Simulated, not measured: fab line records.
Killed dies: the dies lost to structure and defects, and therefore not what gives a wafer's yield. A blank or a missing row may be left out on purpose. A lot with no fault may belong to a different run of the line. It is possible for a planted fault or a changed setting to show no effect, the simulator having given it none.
The tool behind it: which one? ; flow sky130 ; 12 lots, 36 wafers sampled, at 4 steps of a route of 708

WHAT THE GAUGES SHOWED, per wafer
SKY_METAL4_OVL_MEAS_14.
lot;measured;on;METAL4_OVL (nm)
L711;day 42 06:09;overlay-01;8 13 0
L713;day 42 07:54;overlay-01;1 -1 9
L717;day 43 12:57;overlay-01;4 -2 4
L716;day 43 14:23;overlay-02;-9 -3 -1
L718;day 43 21:12;overlay-01;10 -4 3
L720;day 44 07:50;overlay-02;4 -9 -3
L727;day 45 19:34;overlay-01;3 -5 2
L728;day 46 14:21;overlay-01;-1 0 0
L729;day 46 15:28;overlay-01;-9 2 1
L730;day 46 21:58;overlay-01;-3 7 5
L732;day 47 10:51;overlay-02;8 1 -2
L733;day 47 14:07;overlay-01;-2 4 -3

SKY_VIA4_THK_MEAS_01.
lot;measured;on;VIA4_HDPCVD_THK (nm)
L711;day 42 07:23;filmMetro-04;1741 1776 1808
L713;day 42 09:10;filmMetro-02;1783 1773 1779
L717;day 43 14:05;filmMetro-02;1714 1730 1738
L716;day 43 15:31;filmMetro-04;1179 1731 1740
L718;day 43 22:20;filmMetro-03;1760 1736 1768
L720;day 44 09:07;filmMetro-03;1713 1734 1758
L727;day 45 20:47;filmMetro-04;1754 1767 1730
L728;day 46 15:54;filmMetro-04;1791 1740 1767
L729;day 46 16:36;filmMetro-03;1743 1800 1726
L730;day 46 23:08;filmMetro-02;1783 1773 1764
L732;day 47 11:59;filmMetro-03;1768 1760 1746
L733;day 47 15:14;filmMetro-04;1733 1753 1761

EACH LOT AND THE TOOL THAT RAN IT (in order: tool; ch and the chambers of the sampled wafers; start)
lot;SKY_METAL4_ETCH_16;SKY_VIA4_HDPCVD_00
L711;rieMetal-04 ch 0,1, day 42 06:13;hdpcvd-01 ch 0,1, day 42 07:11
L713;rieMetal-02 ch 0,1, day 42 07:58;hdpcvd-02 ch 1,2, day 42 08:59
L717;rieMetal-04 ch 0,1, day 43 13:01;hdpcvd-02 ch 0,2, day 43 13:54
L716;rieMetal-03 ch 0,1, day 43 14:26;hdpcvd-02 ch 0,2, day 43 15:19
L718;rieMetal-03 ch 0,1, day 43 21:16;hdpcvd-01 ch 0,1, day 43 22:09
L720;rieMetal-04 ch 0, day 44 08:01;hdpcvd-01 ch 0,1,2, day 44 08:59
L727;rieMetal-02 ch 0,1, day 45 19:38;hdpcvd-01 ch 1,2, day 45 20:31
L728;rieMetal-03 ch 1, day 46 14:25;hdpcvd-01 ch 0,1, day 46 15:43
L729;rieMetal-04 ch 0,1, day 46 15:32;hdpcvd-01 ch 0,1, day 46 16:25
L730;rieMetal-03 ch 0,1, day 46 22:03;hdpcvd-02 ch 0,1,2, day 46 22:57
L732;rieMetal-04 ch 0,1, day 47 10:55;hdpcvd-02 ch 0,2, day 47 11:49
L733;rieMetal-04 ch 1, day 47 14:10;hdpcvd-02 ch 0,1, day 47 15:04
- SKY_METAL4_ETCH_16: etches BARC in N2/H2, stops on SiO2, time 88.2 s, target depth 60 nm.
- SKY_VIA4_HDPCVD_00: deposits SiO2, target thk 1750 nm, time 291.7 s.

WHAT THE TOOLS THEMSELVES READ (means of the sampled wafers that have a number; where no wafer has one, the mark that the record gives instead)
SKY_METAL4_ETCH_16.
lot;tool;chamberPressureMTorr (mTorr);drypumpMotorCurrentA (A);oesProductAu (a.u.);throttleValvePct (%)
L711;rieMetal-04;29.992;5.59;0.623;13.204
L713;rieMetal-02;29.984;5.60;0.624;13.210
L717;rieMetal-04;30.007;5.65;0.628;13.211
L716;rieMetal-03;30.008;5.76;0.632;13.211
L718;rieMetal-03;30.001;5.79;0.623;13.209
L720;rieMetal-04;30.000;5.71;0.629;13.199
L727;rieMetal-02;30.001;5.62;0.627;13.200
L728;rieMetal-03;30.014;5.84;0.627;13.196
L729;rieMetal-04;30.022;5.60;0.623;13.203
L730;rieMetal-03;29.989;5.72;0.622;13.200
L732;rieMetal-04;30.017;5.58;0.630;13.202
L733;rieMetal-04;29.997;5.54;0.625;13.214

THE ANSWER, worked out from the rows above alone
Rule: the lots themselves supply what counts as usual. Put in order of their means at a reading, lots are off if they are a third of the lots or fewer, leave a main group of 4 or more, and stand apart from it by a gap of 3 or more times the standard deviation of the main group's means; of several such gaps the widest counts. The tables above print the reading to a certain number of digits; a main group whose means all agree to those digits is not used. Also off: a lot with no number at a reading for which 4 or more lots have one. Where the step has rows for the other lots, those lots are counted as sound. First the gauges in route order, then the tools' own readings, where a lot's mean is used as printed above. At the first step where some lot is off, the reading lying furthest off is the one used; lots without a number count as furthest.
Off: L716, seen at SKY_VIA4_THK_MEAS_01 (VIA4_HDPCVD_THK). The main group: mean 1757 nm, standard deviation 15.
If a tool, at a process step before that reading, ran all the lots that are off and no sound lot after the first of them, it fits. Those tools and the gauges at SKY_VIA4_THK_MEAS_01 are tried in the same way. No candidate that was tried fits.

WHAT HAD BEEN PUT IN BY THE SIMULATOR
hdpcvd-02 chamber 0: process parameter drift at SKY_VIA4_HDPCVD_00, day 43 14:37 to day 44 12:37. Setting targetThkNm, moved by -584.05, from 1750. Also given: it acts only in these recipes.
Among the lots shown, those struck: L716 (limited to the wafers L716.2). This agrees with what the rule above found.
